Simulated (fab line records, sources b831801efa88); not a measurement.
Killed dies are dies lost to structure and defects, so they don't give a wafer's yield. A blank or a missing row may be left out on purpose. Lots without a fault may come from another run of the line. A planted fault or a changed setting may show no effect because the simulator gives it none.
fab line records | flow sky130
record lots=12 wafers=36 last_day=50
route steps=708 shown LI_CONTACT@363 PAD_OPEN@708
lots that met no fault: from a run of the same line without faults
start_h: hours from the record's first day to the start of the lot's first wafer shown | wait_h: hours since the lot's step before | " the same as in the row above | L1.1+2: a row that stands for several wafers | - no value, or no start given | * or withheld: withheld | < > ~ a bound
route shown NAME@n: a module of which the file shows steps, and the number in the route of the first | usual: mean/standard deviation of fault-free wafers | same: alike in all rows | chamber/n: place in a boat | sites: the reading at each site | _std_site: their standard deviation | _edge_site: outer sites' mean less inner sites' | radius_mm: how far each site lies from the wafer's centre | mask NAME#n: copy n | behind: the tool/chamber that last shaped the wafer | hold: why the lot was held/for how many hours/how that ended | device: the transistor (n, p or np) that didn't switch | end of line: the same wafers' tests at the end of the route | a step without rows: its recipe alone | killed: dies lost to structure and defects at the first sort, not the wafer's yield | map: a wafer's dies, x killed, . not, _ none there
set.NAME: the setting as run; set.NAME@STEP: as run at that earlier step | model.NAME: the simulator's own value behind a step, which no gauge read
steps of the route over a sample of lots; a table a step, a row a wafer
services: from which hour (start_h, from the record's first day; less than 0 if before it) a tool's chamber was out of use, for how many hours, and why
## steps
# step SKY_LI_CONTACT_THK_MEAS_01
# recipe reads=PSG_of_LI_CONTACT_HDPCVD_00
# usual LI_CONTACT_HDPCVD_THK=933/9.9
# columns lot.wafer tool chamber start_h wait_h LI_CONTACT_HDPCVD_THK[nm]
L399.1 film_metro-04 - 644.92 0.1 930
L399.5 " - " " 943
L399.6 " - " " 936
L400.2 film_metro-04 - 651.28 0.1 931
L400.3 " - " " 936
L400.6 " - " " 914
L403.1 film_metro-04 - 680.37 0.1 932
L403.2 " - " " 935
L403.3 " - " " 934
L404.2 film_metro-01 - 696.63 0.1 930
L404.3 " - " " 921
L404.4 " - " " 927
L407.1 film_metro-01 - 714.68 0.1 925
L407.3 " - " " 932
L407.6 " - " " 936
L409.2 film_metro-01 - 719.99 0.1 925
L409.3 " - " " 927
L409.5 " - " " 911
L410.3 film_metro-02 - 729.79 0.1 928
L410.5 " - " " 919
L410.6 " - " " 931
L415.1 film_metro-04 - 799.77 0.1 932
L415.2 " - " " 939
L415.3 " - " " 929
L418.2 film_metro-01 - 803.03 0.1 925
L418.5 " - " " 926
L418.6 " - " " 921
L419.1 film_metro-01 - 804.27 0.1 924
L419.4 " - " " 921
L419.5 " - " " 939
L420.3 film_metro-04 - 810.24 0.1 934
L420.4 " - " " 950
L420.6 " - " " 952
L421.4 film_metro-02 - 815.19 0.0 944
L421.5 " - " " 944
L421.6 " - " " 937
# step SKY_LI_CONTACT_CMP_02
# recipe material=PSG down_force_psi=4 platen_rpm=60 pad_velocity_m_s=0.94248
# usual motor_current_A=11.9/1.2 time_to_endpoint_s=34.2/2.9
# columns lot.wafer tool chamber start_h wait_h motor_current_A time_to_endpoint_s
L399.1 cmp-01 2 645.13 0.2 12.4 36.4
L399.5 " 3 " " 9.3 32.2
L399.6 " 0 " " 11.8 28.6
L400.2 cmp-02 2 651.33 0.0 11.6 38.4
L400.3 " 3 " " 13.2 36.8
L400.6 " 2 " " 12.6 39.0
L403.1 cmp-02 0 680.43 0.1 11.5 38.5
L403.3 " 1 " " 11.3 33.7
L403.2 " 3 " " 14.0 37.3
L404.2 cmp-02 1 696.68 0.0 11.9 34.2
L404.4 " 2 " " 11.8 36.1
L404.3 " 0 " " 11.5 33.3
L407.1 cmp-02 3 714.74 0.1 13.6 31.9
L407.3 " 2 " " 11.6 36.6
L407.6 " 0 " " 11.2 31.6
L409.2 cmp-01 0 720.14 0.1 11.3 29.2
L409.3 " 1 " " 13.4 34.2
L409.5 " 2 " " 11.7 33.3
L410.3 cmp-02 1 729.93 0.1 10.9 32.7
L410.6 " 3 " " 13.5 32.9
L410.5 " 0 " " 11.3 30.3
L415.3 cmp-01 2 799.83 0.0 12.0 36.7
L415.2 " 3 " " 9.9 33.4
L415.1 " 1 " " 13.7 34.5
L418.2 cmp-01 1 803.08 0.0 13.3 33.6
L418.6 " 1 " " 13.9 34.5
L418.5 " 2 " " 11.9 35.9
L419.1 cmp-02 2 804.38 0.1 11.7 38.3
L419.4 " 3 " " 14.2 33.8
L419.5 " 1 " " 11.6 32.5
L420.4 cmp-01 0 810.28 0.0 12.2 30.5
L420.3 " 3 " " 9.7 34.0
L420.6 " 0 " " 11.8 33.1
L421.4 cmp-01 1 815.27 0.1 13.8 37.5
L421.6 " 0 " " 11.3 32.4
L421.5 " 1 " " 13.4 35.6
# step SKY_LI_CONTACT_ETCH_15
# recipe target=PSG chemistry=C4F8/O2/Ar stop_on=Si taper_deg=4.15 mask_material=KrF-thick source_w=1500 bias_w=1200 pressure_mtorr=40 c4f8_flow_sccm=withheld O2_flow_sccm=6 Ar_flow_sccm=300 time_s=withheld target_depth_a=6000
# usual oes_product_au=0.837/0.0041
# columns lot.wafer tool chamber start_h wait_h oes_product_au
L399.1 rie_diel-01 1 672.46 0.0 0.838
L399.5 " 1 " " 0.840
L399.6 " 2 " " 0.832
L400.2 rie_diel-03 0 679.82 0.0 0.838
L400.3 " 2 " " 0.833
L400.6 " 2 " " 0.840
L403.1 rie_diel-03 0 708.72 0.0 0.834
L403.2 " 2 " " 0.845
L403.3 " 1 " " 0.840
L404.2 rie_diel-03 3 724.27 0.0 0.832
L404.3 " 2 " " 0.839
L404.4 " 1 " " 0.834
L407.1 rie_diel-03 3 742.45 0.0 0.827
L407.3 " 0 " " 0.775
L407.6 " 0 " " 0.768
L409.2 rie_diel-03 2 747.85 0.0 0.838
L409.3 " 1 " " 0.831
L409.5 " 0 " " 0.764
L410.3 rie_diel-03 3 758.00 0.0 0.832
L410.5 " 0 " " 0.766
L410.6 " 1 " " 0.828
L415.1 rie_diel-01 0 825.80 0.0 0.836
L415.2 " 1 " " 0.833
L415.3 " 3 " " 0.840
L418.2 rie_diel-02 3 828.86 0.0 0.842
L418.5 " 1 " " 0.833
L418.6 " 0 " " 0.830
L419.1 rie_diel-03 2 830.71 0.0 0.840
L419.4 " 0 " " 0.840
L419.5 " 1 " " 0.836
L420.3 rie_diel-01 0 836.46 0.0 0.836
L420.4 " 2 " " 0.827
L420.6 " 3 " " 0.835
L421.4 rie_diel-01 0 841.02 0.0 0.836
L421.5 " 1 " " 0.839
L421.6 " 2 " " 0.839
# step SKY_LI_CONTACT_STRIP_16
# recipe chemistry=O2/N2 power_w=1400 pressure_mtorr=1500 platen_temp_c=withheld o2_flow_sccm=3000 n2_flow_sccm=300 overash_fraction=0.5
# usual drypump_motor_current_A=5.7/0.37 oes_product_au=0.376/0.0046 strip_time_to_endpoint_s=3.50/0.038
# columns lot.wafer tool chamber start_h wait_h drypump_motor_current_A oes_product_au rf_hours_counter_h strip_time_to_endpoint_s
L399.1 plasma_asher-02 0 672.55 - 5.1 0.381 56 3.53
L399.5 " 1 " " 6.2 0.384 - 3.50
L399.6 " 0 " " 5.1 0.373 - 3.46
L400.2 plasma_asher-04 1 679.90 - 6.0 0.376 25 3.49
L400.3 " 1 " " 6.0 0.384 - 3.52
L400.6 " 0 " " 5.7 0.374 - 3.52
L403.1 plasma_asher-02 1 708.80 - 6.2 0.378 58 3.50
L403.2 " 0 " " 5.1 0.382 58 3.55
L403.3 " 0 " " 5.1 0.378 - 3.55
L404.2 plasma_asher-04 0 724.35 - 5.8 0.374 29 3.50
L404.3 " 0 " " 5.7 0.377 - 3.58
L404.4 " 1 " " 6.0 0.380 - 3.56
L407.1 plasma_asher-04 0 742.53 - 5.7 0.376 31 3.42
L407.3 " 0 " " 5.8 0.397 - 4.11
L407.6 " 0 " " 5.7 0.404 - 4.12
L409.2 plasma_asher-04 0 747.93 - 5.7 0.390 32 3.53
L409.3 " 1 " " 6.0 0.385 - 3.56
L409.5 " 1 " " 6.0 0.397 - 4.14
L410.3 plasma_asher-01 0 758.12 - 5.3 0.373 - 3.50
L410.5 " 0 " " 5.3 0.402 - 4.13
L410.6 " 1 " " 5.5 0.383 - 3.56
L415.1 plasma_asher-02 1 825.88 - 6.2 0.371 70 3.47
L415.2 " 0 " " 5.1 0.376 70 3.53
L415.3 " 1 " " 6.2 0.374 - 3.50
L418.2 plasma_asher-01 0 828.95 - 5.3 0.373 8 3.52
L418.5 " 1 " " 5.5 0.377 - 3.51
L418.6 " 0 " " 5.3 0.375 - 3.46
L419.1 plasma_asher-04 0 830.80 - 5.7 0.379 40 3.56
L419.4 " 1 " " 6.0 0.372 - 3.50
L419.5 " 0 " " 5.7 0.380 - 3.55
L420.3 plasma_asher-02 0 836.58 - 5.1 0.374 - 3.47
L420.4 " 1 " " 6.2 0.375 - 3.48
L420.6 " 0 " " 5.1 0.373 - 3.50
L421.4 plasma_asher-01 1 841.14 - 5.5 0.373 - 3.49
L421.5 " 0 " " 5.3 0.376 - 3.49
L421.6 " 1 " " 5.5 0.376 - 3.47
# step SKY_LI_CONTACT_CVD_21
# recipe material=W target_thk_nm=400 time_s=120.56 temp_c=400 pressure_torr=40
# usual heater_power_w=882/62
# same time_s=120.56
# columns lot.wafer tool chamber start_h wait_h heater_power_w
L399.1 cvd_w-01 1 672.98 0.0 894
L399.5 " 1 " " 903
L399.6 " 1 " " 888
L400.2 cvd_w-01 0 680.34 0.0 775
L400.3 " 1 " " 887
L400.6 " 1 " " 905
L403.1 cvd_w-01 0 709.27 0.0 798
L403.2 " 1 " " 920
L403.3 " 0 " " 789
L404.2 cvd_w-02 1 724.79 0.0 981
L404.3 " 0 " " 829
L404.4 " 1 " " 929
L407.1 cvd_w-01 1 742.97 0.0 916
L407.3 " 0 " " 783
L407.6 " 1 " " 914
L409.2 cvd_w-01 1 748.37 0.0 906
L409.3 " 0 " " 796
L409.5 " 1 " " 886
L410.3 cvd_w-01 0 758.56 0.1 797
L410.5 " 1 " " 896
L410.6 " 0 " " 779
L415.1 cvd_w-02 1 826.32 0.0 968
L415.2 " 0 " " 863
L415.3 " 0 " " 864
L418.2 cvd_w-02 0 829.38 0.0 896
L418.5 " 0 " " 877
L418.6 " 1 " " 952
L419.1 cvd_w-02 0 831.23 0.0 869
L419.4 " 0 " " 868
L419.5 " 0 " " 875
L420.3 cvd_w-02 1 837.02 0.1 949
L420.4 " 0 " " 869
L420.6 " 0 " " 889
L421.4 cvd_w-02 0 841.58 0.0 856
L421.5 " 1 " " 951
L421.6 " 0 " " 850
# step SKY_PAD_OPEN_PROBE_99
# usual killed_at_M0_to_M3=44/6.4 killed_at_M4_up=3.0/1.8 killed_at_contacts=24/5 killed_at_front_end=16/4.3 killed_at_other=0.4/0.76 killed_dies=88/8.6 killed_on_rim=18/4 killed_open=47/7.2 killed_short=40/5.5
# same gross_dies=492 killed_at_back_side=0
# columns lot.wafer tool chamber start_h wait_h killed_at_M0_to_M3 killed_at_M4_up killed_at_contacts killed_at_front_end killed_at_other killed_dies killed_on_rim killed_open killed_short
L399.1 prober-01 - 1072.32 0.1 50 4 25 21 0 100 21 50 50
L399.5 prober-01 - 1072.52 0.2 40 5 25 17 0 87 14 45 42
L399.6 prober-01 - 1072.57 0.2 51 5 18 22 0 96 20 54 42
L400.2 prober-02 - 1077.97 0.1 49 3 27 19 0 98 13 53 44
L400.3 prober-02 - 1078.02 0.2 49 0 26 12 0 87 21 53 34
L400.6 prober-02 - 1078.17 0.2 42 3 29 16 1 91 12 56 35
L403.1 prober-01 - 1098.11 0.1 39 3 22 11 1 76 15 39 37
L403.2 prober-01 - 1098.16 0.1 50 4 30 7 0 91 17 42 49
L403.3 prober-01 - 1098.21 0.2 53 3 21 16 0 93 17 56 37
L404.2 prober-02 - 1112.21 0.1 44 2 19 13 0 78 15 39 38
L404.3 prober-02 - 1112.26 0.2 42 3 17 19 0 81 17 50 31
L404.4 prober-02 - 1112.31 0.2 53 4 23 12 0 92 16 50 42
L407.1 prober-01 - 1122.88 0.1 34 2 14 24 0 74 15 40 34
L407.3 prober-01 - 1122.98 0.2 45 4 423 20 0 492 96 48 43
L407.6 prober-01 - 1123.13 0.2 44 2 427 19 0 492 96 43 45
L409.2 prober-01 - 1126.75 0.1 47 5 29 5 0 86 19 44 42
L409.3 prober-01 - 1126.80 0.2 46 2 38 16 0 102 19 64 38
L409.5 prober-01 - 1126.90 0.2 48 6 425 13 0 492 96 58 43
L410.3 prober-02 - 1134.31 0.2 39 1 14 24 0 78 12 35 43
L410.5 prober-02 - 1134.41 0.2 50 3 418 21 0 492 96 46 47
L410.6 prober-02 - 1134.46 0.2 47 2 26 15 1 91 14 46 45
L415.1 prober-01 - 1180.06 0.1 44 2 17 16 0 79 15 48 31
L415.2 prober-01 - 1180.11 0.1 31 3 19 9 1 63 9 32 30
L415.3 prober-01 - 1180.16 0.2 42 3 26 20 1 92 15 50 40
L418.2 prober-02 - 1182.48 0.1 51 1 21 10 0 83 17 46 37
L418.5 prober-02 - 1182.63 0.2 49 4 17 17 1 88 17 47 39
L418.6 prober-02 - 1182.68 0.2 48 4 18 15 0 85 20 50 34
L419.1 prober-01 - 1183.46 0.1 45 3 20 13 0 81 18 42 39
L419.4 prober-01 - 1183.61 0.2 39 3 24 14 0 80 17 38 42
L419.5 prober-01 - 1183.66 0.2 55 2 23 16 0 96 18 46 50
L420.3 prober-02 - 1190.47 0.2 37 4 17 15 1 74 22 50 22
L420.4 prober-02 - 1190.52 0.2 43 1 25 19 0 88 16 49 37
L420.6 prober-02 - 1190.62 0.2 41 0 32 17 0 90 20 50 39
L421.4 prober-01 - 1192.02 0.2 34 3 36 17 2 92 15 50 39
L421.5 prober-01 - 1192.07 0.2 43 6 16 11 0 76 16 38 36
L421.6 prober-01 - 1192.12 0.2 53 0 28 18 0 99 20 47 50
# killed by level:class
L399.1 VIA1:geometric_particle:open=17 METAL2:geometric_particle:short=9 POLY_GATE:geometric_particle:short=8 CONTACT:geometric_particle:open=8 POLY_GATE:geometric_particle:open=6 LI_CONTACT:geometric_particle:open=5 CONTACT:geometric_particle:short=5 METAL1:geometric_particle:short=5
L399.5 CONTACT:geometric_particle:open=9 VIA2:geometric_particle:open=9 LI_CONTACT:geometric_particle:open=7 POLY_GATE:geometric_particle:short=6 VIA1:geometric_particle:open=6 VIA1:geometric_particle:short=6 VIA3:geometric_particle:open=6 FIELD_ISO:geometric_particle:short=5
L399.6 VIA1:geometric_particle:open=14 POLY_GATE:geometric_particle:open=7 CONTACT:geometric_particle:open=7 VIA2:geometric_particle:open=7 POLY_GATE:geometric_particle:short=6 LI_CONTACT:geometric_particle:open=6 METAL2:geometric_particle:short=6 FIELD_ISO:geometric_particle:short=5
L400.2 CONTACT:geometric_particle:open=12 VIA1:geometric_particle:open=12 FIELD_ISO:geometric_particle:short=7 VIA2:geometric_particle:short=6 VIA3:geometric_particle:open=6 POLY_GATE:geometric_particle:open=5 METAL1:geometric_particle:open=5 LI_CONTACT:geometric_particle:open=4
L400.3 VIA1:geometric_particle:open=11 CONTACT:geometric_particle:open=9 METAL1:geometric_particle:short=8 VIA3:geometric_particle:open=8 LI_CONTACT:geometric_particle:open=7 VIA2:geometric_particle:open=7 CONTACT:geometric_particle:short=5 FIELD_ISO:geometric_particle:short=4
L400.6 VIA2:geometric_particle:open=12 LI_CONTACT:geometric_particle:open=11 CONTACT:geometric_particle:open=8 VIA1:geometric_particle:open=7 CONTACT:geometric_particle:short=7 VIA3:geometric_particle:open=6 POLY_GATE:geometric_particle:open=5 FIELD_ISO:geometric_particle:open=4
L403.1 VIA3:geometric_particle:open=8 METAL2:geometric_particle:short=7 VIA1:geometric_particle:open=7 LI_CONTACT:geometric_particle:open=5 CONTACT:geometric_particle:open=5 POLY_GATE:geometric_particle:open=4 CONTACT:geometric_particle:short=4 VIA1:geometric_particle:short=4
L403.2 VIA1:geometric_particle:open=12 METAL1:geometric_particle:short=10 LI_CONTACT:geometric_particle:open=9 CONTACT:geometric_particle:open=7 VIA1:geometric_particle:short=7 LI_CONTACT:geometric_particle:short=6 METAL3:geometric_particle:short=5 VIA3:geometric_particle:open=5
L403.3 VIA1:geometric_particle:open=21 CONTACT:geometric_particle:open=7 LI_CONTACT:geometric_particle:open=6 POLY_GATE:geometric_particle:open=5 METAL2:geometric_particle:short=5 METAL1:geometric_particle:short=5 VIA1:geometric_particle:short=5 SPACER:geometric_particle:open=4
L404.2 VIA1:geometric_particle:open=8 VIA2:geometric_particle:short=8 VIA2:geometric_particle:open=7 LI_CONTACT:geometric_particle:open=6 CONTACT:geometric_particle:open=5 METAL2:geometric_particle:open=5 METAL2:geometric_particle:short=4 VIA3:geometric_particle:open=4
L404.3 VIA1:geometric_particle:open=18 LI_CONTACT:geometric_particle:open=9 FIELD_ISO:geometric_particle:open=5 FIELD_ISO:geometric_particle:short=5 METAL2:geometric_particle:short=5 VIA3:geometric_particle:open=5 CONTACT:geometric_particle:short=4 CONTACT:geometric_particle:open=4
L404.4 VIA2:geometric_particle:open=12 VIA1:geometric_particle:open=11 METAL3:geometric_particle:short=8 LI_CONTACT:geometric_particle:open=7 CONTACT:geometric_particle:open=6 FIELD_ISO:geometric_particle:short=5 METAL1:geometric_particle:short=5 CONTACT:geometric_particle:short=4
L407.1 VIA1:geometric_particle:open=12 FIELD_ISO:geometric_particle:short=7 CONTACT:geometric_particle:open=7 FIELD_ISO:geometric_particle:open=5 METAL1:geometric_particle:short=5 CONTACT:geometric_particle:short=4 VIA3:geometric_particle:open=4 POLY_GATE:geometric_particle:short=3
L407.3 LI_CONTACT:area_etch=401 VIA1:geometric_particle:open=11 CONTACT:geometric_particle:open=9 VIA3:geometric_particle:open=7 VIA1:geometric_particle:short=6 VIA2:geometric_particle:open=6 FIELD_ISO:geometric_particle:open=4 FIELD_ISO:geometric_particle:short=4
L407.6 LI_CONTACT:area_etch=404 VIA1:geometric_particle:open=13 LOCAL_INTERCONNECT:geometric_particle:short=7 METAL3:geometric_particle:short=7 VIA2:geometric_particle:open=6 METAL2:geometric_particle:short=6 FIELD_ISO:geometric_particle:short=5 POLY_GATE:geometric_particle:open=5
L409.2 VIA1:geometric_particle:open=12 CONTACT:geometric_particle:open=11 METAL2:geometric_particle:short=9 CONTACT:geometric_particle:short=7 LI_CONTACT:geometric_particle:open=6 VIA3:geometric_particle:open=6 METAL4:geometric_particle:short=5 METAL3:geometric_particle:short=5
L409.3 CONTACT:geometric_particle:open=17 VIA1:geometric_particle:open=13 LI_CONTACT:geometric_particle:open=10 METAL1:geometric_particle:short=7 VIA2:geometric_particle:open=6 FIELD_ISO:geometric_particle:short=5 CONTACT:geometric_particle:short=5 LOCAL_INTERCONNECT:geometric_particle:short=4
L409.5 LI_CONTACT:area_etch=391 CONTACT:geometric_particle:open=13 VIA1:geometric_particle:open=13 LI_CONTACT:geometric_particle:open=8 METAL3:geometric_particle:short=6 FIELD_ISO:geometric_particle:open=5 LOCAL_INTERCONNECT:geometric_particle:short=5 VIA3:geometric_particle:open=5
L410.3 METAL1:geometric_particle:short=9 POLY_GATE:geometric_particle:short=7 VIA1:geometric_particle:open=7 FIELD_ISO:geometric_particle:short=6 METAL2:geometric_particle:short=6 LI_CONTACT:geometric_particle:open=5 FIELD_ISO:geometric_particle:open=4 VIA2:geometric_particle:open=4
L410.5 LI_CONTACT:area_etch=397 VIA1:geometric_particle:open=11 METAL2:geometric_particle:short=8 VIA3:geometric_particle:open=8 FIELD_ISO:geometric_particle:short=7 CONTACT:geometric_particle:open=7 VIA2:geometric_particle:open=5 POLY_GATE:geometric_particle:open=5
L410.6 VIA1:geometric_particle:open=14 METAL2:geometric_particle:short=9 LI_CONTACT:geometric_particle:open=7 LOCAL_INTERCONNECT:geometric_particle:short=7 CONTACT:geometric_particle:open=6 FIELD_ISO:geometric_particle:open=4 FIELD_ISO:geometric_particle:short=4 METAL1:geometric_particle:short=4
L415.1 VIA1:geometric_particle:open=12 LI_CONTACT:geometric_particle:open=7 VIA2:geometric_particle:open=7 CONTACT:geometric_particle:open=6 FIELD_ISO:geometric_particle:open=5 POLY_GATE:geometric_particle:short=4 VIA3:geometric_particle:open=4 VIA1:geometric_particle:short=4
L415.2 CONTACT:geometric_particle:open=11 VIA1:geometric_particle:open=6 METAL1:geometric_particle:short=5 VIA3:geometric_particle:open=5 FIELD_ISO:geometric_particle:short=4 CONTACT:geometric_particle:short=4 VIA2:geometric_particle:short=4 VIA1:geometric_particle:short=4
L415.3 VIA2:geometric_particle:open=9 LI_CONTACT:geometric_particle:open=9 CONTACT:geometric_particle:open=8 VIA3:geometric_particle:open=7 VIA1:geometric_particle:open=6 POLY_GATE:geometric_particle:short=5 SPACER:geometric_particle:short=5 METAL1:geometric_particle:short=5
L418.2 VIA1:geometric_particle:open=14 CONTACT:geometric_particle:open=8 VIA1:geometric_particle:short=7 LI_CONTACT:geometric_particle:open=6 VIA2:geometric_particle:open=6 VIA3:geometric_particle:open=5 LOCAL_INTERCONNECT:geometric_particle:short=4 VIA3:geometric_particle:short=4
L418.5 VIA2:geometric_particle:open=9 METAL1:geometric_particle:short=8 VIA1:geometric_particle:open=8 VIA2:geometric_particle:short=7 VIA3:geometric_particle:open=7 FIELD_ISO:geometric_particle:open=6 LI_CONTACT:geometric_particle:open=6 CONTACT:geometric_particle:open=6
L418.6 VIA1:geometric_particle:open=15 CONTACT:geometric_particle:open=11 FIELD_ISO:geometric_particle:open=8 METAL1:geometric_particle:short=7 VIA3:geometric_particle:open=5 VIA1:geometric_particle:short=4 METAL2:geometric_particle:short=4 VIA2:geometric_particle:short=4
L419.1 VIA1:geometric_particle:open=9 VIA2:geometric_particle:open=7 VIA1:geometric_particle:short=7 LI_CONTACT:geometric_particle:open=6 VIA3:geometric_particle:open=6 CONTACT:geometric_particle:open=5 CONTACT:geometric_particle:short=4 VIA2:geometric_particle:short=4
L419.4 VIA1:geometric_particle:open=11 CONTACT:geometric_particle:open=7 VIA1:geometric_particle:short=7 FIELD_ISO:geometric_particle:short=6 LOCAL_INTERCONNECT:geometric_particle:short=6 METAL1:geometric_particle:short=6 VIA3:geometric_particle:open=5 LI_CONTACT:geometric_particle:open=4
L419.5 VIA1:geometric_particle:open=16 VIA1:geometric_particle:short=9 CONTACT:geometric_particle:open=8 METAL2:geometric_particle:short=7 POLY_GATE:geometric_particle:short=6 LOCAL_INTERCONNECT:geometric_particle:short=6 VIA3:geometric_particle:short=6 VIA2:geometric_particle:open=5
L420.3 VIA1:geometric_particle:open=11 VIA2:geometric_particle:open=10 CONTACT:geometric_particle:open=9 FIELD_ISO:geometric_particle:open=6 VIA3:geometric_particle:open=5 POLY_GATE:geometric_particle:open=3 CONTACT:geometric_particle:short=3 VIA2:geometric_particle:short=3
L420.4 VIA1:geometric_particle:open=12 CONTACT:geometric_particle:open=10 FIELD_ISO:geometric_particle:short=8 LI_CONTACT:geometric_particle:open=6 VIA2:geometric_particle:open=6 VIA1:geometric_particle:short=5 VIA3:geometric_particle:open=5 METAL2:geometric_particle:short=5
L420.6 CONTACT:geometric_particle:open=13 LI_CONTACT:geometric_particle:open=10 VIA1:geometric_particle:open=10 VIA2:geometric_particle:open=8 FIELD_ISO:geometric_particle:short=5 POLY_GATE:geometric_particle:short=5 LOCAL_INTERCONNECT:geometric_particle:short=5 METAL2:geometric_particle:short=5
L421.4 LI_CONTACT:geometric_particle:open=13 CONTACT:geometric_particle:open=10 VIA1:geometric_particle:open=8 LI_CONTACT:geometric_particle:short=5 METAL2:geometric_particle:short=5 VIA2:geometric_particle:short=5 FIELD_ISO:geometric_particle:short=4 SPACER:geometric_particle:open=4
L421.5 METAL2:geometric_particle:short=9 VIA1:geometric_particle:open=8 LI_CONTACT:geometric_particle:open=6 VIA2:geometric_particle:open=6 VIA3:geometric_particle:open=5 METAL4:geometric_particle:short=5 METAL1:geometric_particle:short=5 VIA1:geometric_particle:short=4
L421.6 VIA1:geometric_particle:open=10 CONTACT:geometric_particle:open=8 VIA3:geometric_particle:open=7 LI_CONTACT:geometric_particle:open=6 METAL1:geometric_particle:short=6 METAL2:geometric_particle:short=6 FIELD_ISO:geometric_particle:short=5 LI_CONTACT:geometric_particle:short=5
## services
# columns tool chamber start_h hours kind
rie_diel-03 - 638.77 2.8 pm
cmp-01 - 639.21 1.2 repair
cmp-02 - 647.64 0.5 repair
cvd_w-01 - 648.92 0.9 repair
cmp-02 - 649.75 1.5 repair
cmp-02 - 654.34 0.9 repair
cvd_w-02 0 656.11 10.0 repair
cvd_w-01 0 665.48 8.2 repair
rie_diel-03 3 669.08 7.9 repair
rie_diel-01 0 697.16 1.7 repair
plasma_asher-02 - 700.98 5.1 repair
cvd_w-01 - 703.37 0.7 repair
rie_diel-03 - 704.19 0.5 repair
cmp-01 - 728.64 2.7 repair
cvd_w-02 - 728.99 2.8 pm
cmp-02 - 740.25 7.9 pm
cmp-01 - 744.03 4.0 pm
rie_diel-01 - 745.83 15.6 pm
cvd_w-02 1 747.85 2.0 repair
rie_diel-03 1 782.40 21.7 repair
plasma_asher-04 - 787.64 0.7 repair
cmp-02 - 812.20 0.6 repair
cvd_w-01 - 829.60 14.6 pm
cmp-02 - 830.73 3.0 repair
## key
first_sign step=SKY_LI_CONTACT_ETCH_15 reading=oes_product_au direction=down sigmas=17 usual=0.837 struck=0.768
effect step=SKY_LI_CONTACT_STRIP_16 reading=strip_time_to_endpoint_s direction=up sigmas=16 usual=* struck=*
effect step=SKY_PAD_OPEN_PROBE_99 reading=killed_at_contacts direction=up sigmas=79 usual=24 struck=423
more_kills_born_at SKY_LI_CONTACT_ETCH_15@rie_diel-03=1593
met_at SKY_LI_CONTACT_ETCH_15
struck_lots L407,L409,L410
struck_wafers L407.3,L407.6,L409.5,L410.5
later_rows_left_out L407.3,L407.6,L409.5,L410.5
tester_left_out L407,L409,L410
not_acting_at SKY_LI_CONTACT_THK_MEAS_01,SKY_LI_CONTACT_CMP_02,SKY_LI_CONTACT_CVD_21
onset_between 708.72 742.45
fault kind=process_parameter_drift tool=rie_diel-03 chamber=0 onset_h=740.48 steps=SKY_LI_CONTACT_ETCH_15 channel=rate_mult offset=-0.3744 shape=step end_h=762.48
# tester_left_out: of these lots the tester's yield and bins aren't shown, on N5 and GAA mostly nor the transistor test; their killed dies are dies lost to structure and defects alone, not to doping, threshold or leakage, so they don't give the yield
# later_rows_left_out: the simulator's readings of these wafers behind a module that went badly wrong aren't trusted and aren't shown, but for the sort
